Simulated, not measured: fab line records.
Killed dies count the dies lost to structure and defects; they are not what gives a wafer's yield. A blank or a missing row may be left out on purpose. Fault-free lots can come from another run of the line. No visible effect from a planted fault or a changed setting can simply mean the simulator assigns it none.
Shared-tool check + flow gf180mcu + 13 lots, 39 wafers sampled

WHAT PROMPTED THE OPENING
1 of 13 lots carry a flag on the reading LVPWELL_TW at GF_LVPWELL_TW_MEAS_11. No-fault wafers: 563, standard deviation 4.
Rule: a lot is flagged in two cases, either no wafer of it has a number, or all its wafers with numbers fall more than 4 standard deviations from that mean. As for the other lots, they are considered sound.

| lot  | measured    | on            | LVPWELL_TW, wafer by wafer | flag    |
|------|-------------|---------------|----------------------------|---------|
| L641 | day 4 00:53 | film-metro-02 | 567 567 565                |         |
| L642 | day 4 07:26 | film-metro-01 | 556 559 560                |         |
| L643 | day 4 09:35 | film-metro-02 | 564 563 565                |         |
| L644 | day 4 13:53 | film-metro-01 | 558 555 558                |         |
| L646 | day 5 00:00 | film-metro-01 | 559 561 562                |         |
| L647 | day 5 05:38 | film-metro-02 | 568 567 569                |         |
| L648 | day 5 13:11 | film-metro-03 | 563 561 562                |         |
| L651 | day 6 04:18 | film-metro-01 | 558 559 559                |         |
| L653 | day 6 15:41 | film-metro-01 | 30 30 30                   | FLAGGED |
| L660 | day 8 07:22 | film-metro-03 | 564 561 564                |         |
| L662 | day 8 18:29 | film-metro-01 | 559 562 559                |         |
| L663 | day 8 23:14 | film-metro-03 | 563 565 563                |         |
| L664 | day 9 05:07 | film-metro-02 | 565 563 569                |         |
On average the flagged lots read 30, which is -533 against the usual, or -99 or more standard deviations.

EACH LOT AND THE TOOL IT RAN ON
The record keeps 1 process step preceding the reading, out of 602 steps on the route. Read each cell as the tool, then ch plus the chambers that the sampled wafers visited, then the start.
| lot  | flag    | GF_LVPWELL_EXPOSE_04               |
|------|---------|------------------------------------|
| L641 |         | iline-stepper-01 ch 0, day 3 18:01 |
| L642 |         | iline-stepper-02 ch 0, day 4 00:53 |
| L643 |         | iline-stepper-02 ch 0, day 4 03:20 |
| L644 |         | iline-stepper-01 ch 0, day 4 06:44 |
| L646 |         | iline-stepper-01 ch 0, day 4 17:28 |
| L647 |         | iline-stepper-02 ch 0, day 4 22:16 |
| L648 |         | iline-stepper-02 ch 0, day 5 05:50 |
| L651 |         | iline-stepper-02 ch 0, day 5 20:37 |
| L653 | FLAGGED | iline-stepper-02 ch 0, day 6 08:02 |
| L660 |         | iline-stepper-02 ch 0, day 7 22:55 |
| L662 |         | iline-stepper-02 ch 0, day 8 10:02 |
| L663 |         | iline-stepper-02 ch 0, day 8 14:41 |
| L664 |         | iline-stepper-02 ch 0, day 8 20:59 |
What the steps here do:
- GF_LVPWELL_EXPOSE_04: exposes mask LVPWELL, target cd 600 nm.
- GF_LVPWELL_TW_MEAS_11

FLAGGED AGAINST TOTAL, ONE TOOL AT A TIME (gauges that did the reading follow at the end)
| step                  | tool             | lots run | flagged | share of the flagged lots | sound lots run after its first flagged lot |
|-----------------------|------------------|----------|---------|---------------------------|--------------------------------------------|
| GF_LVPWELL_EXPOSE_04  | iline-stepper-01 | 3        | 0       | none                      | -                                          |
| GF_LVPWELL_EXPOSE_04  | iline-stepper-02 | 10       | 1       | all                       | 4 (L660,L662,L663,L664)                    |
| GF_LVPWELL_TW_MEAS_11 | film-metro-01    | 6        | 1       | all                       | 1 (L662)                                   |
| GF_LVPWELL_TW_MEAS_11 | film-metro-02    | 4        | 0       | none                      | -                                          |
| GF_LVPWELL_TW_MEAS_11 | film-metro-03    | 3        | 0       | none                      | -                                          |

WHAT THE TABLE ALLOWS
iline-stepper-02 at GF_LVPWELL_EXPOSE_04 and film-metro-01 at GF_LVPWELL_TW_MEAS_11 are the 2 rows of the table that ran each flagged lot.
- iline-stepper-02 at GF_LVPWELL_EXPOSE_04: 1 of its 10 lots flagged. Sound lots followed the first flagged one (L660, L662, L663, L664) on it, something a lasting fault affecting the whole tool could not allow.
- film-metro-01 at GF_LVPWELL_TW_MEAS_11: 1 of its 6 lots flagged. Sound lots followed the first flagged one (L662) on it, something a lasting fault affecting the whole tool could not allow.
Not one row of the table ran every flagged lot while running no sound lot after the first.

WHAT HAD BEEN PUT IN BY THE SIMULATOR
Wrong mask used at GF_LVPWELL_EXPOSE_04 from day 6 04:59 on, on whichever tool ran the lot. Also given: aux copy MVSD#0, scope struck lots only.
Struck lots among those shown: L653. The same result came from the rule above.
